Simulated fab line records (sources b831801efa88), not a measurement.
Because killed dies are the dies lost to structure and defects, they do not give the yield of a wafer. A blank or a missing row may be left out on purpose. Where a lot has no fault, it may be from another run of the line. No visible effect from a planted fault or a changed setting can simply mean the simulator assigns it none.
Which tool was responsible? -- flow sky130 -- 6 lots, 18 wafers sampled, at 2 steps of a route of 708

== WHAT THE GAUGES READ, wafer by wafer ==
SKY_FIELD_ISO_THK_MEAS_25.
lot,measured,on,FIELD_ISO_CVD_24_THK (nm)
L860,day 3 02:47,film_metro-04,590 590 593
L862,day 3 13:43,film_metro-04,594 598 587
L864,day 3 20:28,film_metro-01,599 605 592
L866,day 4 07:16,film_metro-04,267 593 597
L868,day 4 15:41,film_metro-03,593 601 604
L878,day 6 20:49,film_metro-04,608 606 604

== WHAT TOOL EACH LOT RAN ON (gives the tool, then ch and the chambers of the sampled wafers, and finally the start) ==
lot,SKY_FIELD_ISO_CVD_24
L860,"hdpcvd-01 ch 0,1,2, day 3 02:42"
L862,"hdpcvd-02 ch 0,2, day 3 13:37"
L864,"hdpcvd-01 ch 1,2, day 3 20:23"
L866,"hdpcvd-01 ch 0,1,2, day 4 07:10"
L868,"hdpcvd-02 ch 0,1,2, day 4 15:36"
L878,"hdpcvd-01 ch 0,1,2, day 6 20:43"
- SKY_FIELD_ISO_CVD_24: deposits SiO2, target thk 595 nm, time 99.2 s.

== THE ANSWER, worked out from the rows above alone ==
Rule: the usual values come from the lots themselves. The widest of any qualifying gaps counts: lots, ordered by their means at a reading, are off when they make up no more than a third of the lots, leave a main group of 4 or more, and stand apart from it by 3 or more times the standard deviation of that group's means. The tables above print the reading to a certain number of digits; a main group whose means all agree to those digits is not used. A lot without any number at a reading at which 4 lots or more have one is off too. Where the step has rows for the other lots, those lots are counted as sound.
Off: L866, at SKY_FIELD_ISO_THK_MEAS_25 (FIELD_ISO_CVD_24_THK). The main group: mean 598 nm, standard deviation 5.3.
A tool fits if, at a process step before that reading, it ran every lot that is off, and no sound lot after the first of them. The gauges at SKY_FIELD_ISO_THK_MEAS_25 are tried like those tools. Not one of the candidates tried fits.

== WHAT WAS PUT IN BY THE SIMULATOR ==
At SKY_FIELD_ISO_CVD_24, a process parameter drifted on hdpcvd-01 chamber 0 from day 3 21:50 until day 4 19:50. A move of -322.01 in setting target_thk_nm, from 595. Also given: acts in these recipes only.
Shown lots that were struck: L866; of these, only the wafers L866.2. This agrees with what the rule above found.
